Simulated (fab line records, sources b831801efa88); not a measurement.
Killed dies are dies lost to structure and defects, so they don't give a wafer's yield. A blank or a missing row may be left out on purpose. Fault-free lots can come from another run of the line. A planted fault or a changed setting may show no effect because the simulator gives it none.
Split-lot study :: flow gf180mcu :: on a route of 602 steps: 5 lots, 23 wafers read

== THE SPLIT ITSELF ==
At GF_LVPWELL_STRIP_10 (strips in O2/N2), the setting pressure_mtorr was moved away from the recipe's 1500 mTorr on 20 of the 23 wafers read, by -7.3% to +14.5%. For the rest of the wafers, this setting stayed at what the recipe calls for.

The reading comes from the split's own step.

== THE READING ==
oes_product_au, in a.u., at GF_LVPWELL_STRIP_10 (strips in O2/N2). Fault-free wafers of this fab line usually give 0.722 a.u., standard deviation 0.0043 a.u.

wafer: L074.1
tool, chamber at the split: plasma_asher-02, 0
pressure_mtorr as run, mTorr: 1718
against the recipe: +14.5%
oes_product_au, a.u.: 0.739
against lot-mates on the recipe: no lot-mate on the recipe

wafer: L074.2
tool, chamber at the split: plasma_asher-02, 1
pressure_mtorr as run, mTorr: 1718
against the recipe: +14.5%
oes_product_au, a.u.: 0.738
against lot-mates on the recipe: no lot-mate on the recipe

wafer: L074.3
tool, chamber at the split: plasma_asher-02, 1
pressure_mtorr as run, mTorr: 1718
against the recipe: +14.5%
oes_product_au, a.u.: 0.731
against lot-mates on the recipe: no lot-mate on the recipe

wafer: L074.4
tool, chamber at the split: plasma_asher-02, 0
pressure_mtorr as run, mTorr: 1718
against the recipe: +14.5%
oes_product_au, a.u.: 0.739
against lot-mates on the recipe: no lot-mate on the recipe

wafer: L074.5
tool, chamber at the split: plasma_asher-02, 1
pressure_mtorr as run, mTorr: 1718
against the recipe: +14.5%
oes_product_au, a.u.: 0.731
against lot-mates on the recipe: no lot-mate on the recipe

wafer: L076.1
tool, chamber at the split: plasma_asher-01, 0
pressure_mtorr as run, mTorr: 1560
against the recipe: +4.0%
oes_product_au, a.u.: 0.732
against lot-mates on the recipe: no lot-mate on the recipe

wafer: L076.3
tool, chamber at the split: plasma_asher-01, 1
pressure_mtorr as run, mTorr: 1560
against the recipe: +4.0%
oes_product_au, a.u.: 0.727
against lot-mates on the recipe: no lot-mate on the recipe

wafer: L076.4
tool, chamber at the split: plasma_asher-01, 0
pressure_mtorr as run, mTorr: 1560
against the recipe: +4.0%
oes_product_au, a.u.: 0.727
against lot-mates on the recipe: no lot-mate on the recipe

wafer: L076.5
tool, chamber at the split: plasma_asher-01, 1
pressure_mtorr as run, mTorr: 1560
against the recipe: +4.0%
oes_product_au, a.u.: 0.734
against lot-mates on the recipe: no lot-mate on the recipe

wafer: L076.6
tool, chamber at the split: plasma_asher-01, 0
pressure_mtorr as run, mTorr: 1560
against the recipe: +4.0%
oes_product_au, a.u.: 0.720
against lot-mates on the recipe: no lot-mate on the recipe

wafer: L079.1
tool, chamber at the split: plasma_asher-01, 0
pressure_mtorr as run, mTorr: 1500
against the recipe: recipe
oes_product_au, a.u.: 0.720
against lot-mates on the recipe: -

wafer: L079.4
tool, chamber at the split: plasma_asher-01, 1
pressure_mtorr as run, mTorr: 1500
against the recipe: recipe
oes_product_au, a.u.: 0.725
against lot-mates on the recipe: -

wafer: L079.5
tool, chamber at the split: plasma_asher-01, 0
pressure_mtorr as run, mTorr: 1500
against the recipe: recipe
oes_product_au, a.u.: 0.724
against lot-mates on the recipe: -

wafer: L080.1
tool, chamber at the split: plasma_asher-02, 1
pressure_mtorr as run, mTorr: 1391
against the recipe: -7.3%
oes_product_au, a.u.: 0.707
against lot-mates on the recipe: no lot-mate on the recipe

wafer: L080.2
tool, chamber at the split: plasma_asher-02, 0
pressure_mtorr as run, mTorr: 1391
against the recipe: -7.3%
oes_product_au, a.u.: 0.710
against lot-mates on the recipe: no lot-mate on the recipe

wafer: L080.3
tool, chamber at the split: plasma_asher-02, 0
pressure_mtorr as run, mTorr: 1391
against the recipe: -7.3%
oes_product_au, a.u.: 0.707
against lot-mates on the recipe: no lot-mate on the recipe

wafer: L080.5
tool, chamber at the split: plasma_asher-02, 0
pressure_mtorr as run, mTorr: 1391
against the recipe: -7.3%
oes_product_au, a.u.: 0.711
against lot-mates on the recipe: no lot-mate on the recipe

wafer: L080.6
tool, chamber at the split: plasma_asher-02, 1
pressure_mtorr as run, mTorr: 1391
against the recipe: -7.3%
oes_product_au, a.u.: 0.702
against lot-mates on the recipe: no lot-mate on the recipe

wafer: L083.2
tool, chamber at the split: plasma_asher-02, 0
pressure_mtorr as run, mTorr: 1685
against the recipe: +12.3%
oes_product_au, a.u.: 0.736
against lot-mates on the recipe: no lot-mate on the recipe

wafer: L083.3
tool, chamber at the split: plasma_asher-02, 0
pressure_mtorr as run, mTorr: 1685
against the recipe: +12.3%
oes_product_au, a.u.: 0.736
against lot-mates on the recipe: no lot-mate on the recipe

wafer: L083.4
tool, chamber at the split: plasma_asher-02, 1
pressure_mtorr as run, mTorr: 1685
against the recipe: +12.3%
oes_product_au, a.u.: 0.732
against lot-mates on the recipe: no lot-mate on the recipe

wafer: L083.5
tool, chamber at the split: plasma_asher-02, 1
pressure_mtorr as run, mTorr: 1685
against the recipe: +12.3%
oes_product_au, a.u.: 0.741
against lot-mates on the recipe: no lot-mate on the recipe

wafer: L083.6
tool, chamber at the split: plasma_asher-02, 0
pressure_mtorr as run, mTorr: 1685
against the recipe: +12.3%
oes_product_au, a.u.: 0.741
against lot-mates on the recipe: no lot-mate on the recipe

FIT RESULTS
A straight line over all 23 wafers: oes_product_au changes by +0.00131 a.u. for each +1% of pressure_mtorr; r = +0.92; the points scatter about the line by 0.0048 a.u.
Too few moved wafers with a lot-mate on the recipe to fit a line net of each lot's own level.
Tool readings at the split's step, against how far the setting was moved: oes_product_au r = +0.92; strip_time_to_endpoint_s r = -0.92.

== FILE'S OWN FIT ==
oes_product_au changes by +0.0013 a.u. for each +1% of pressure_mtorr, r = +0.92.
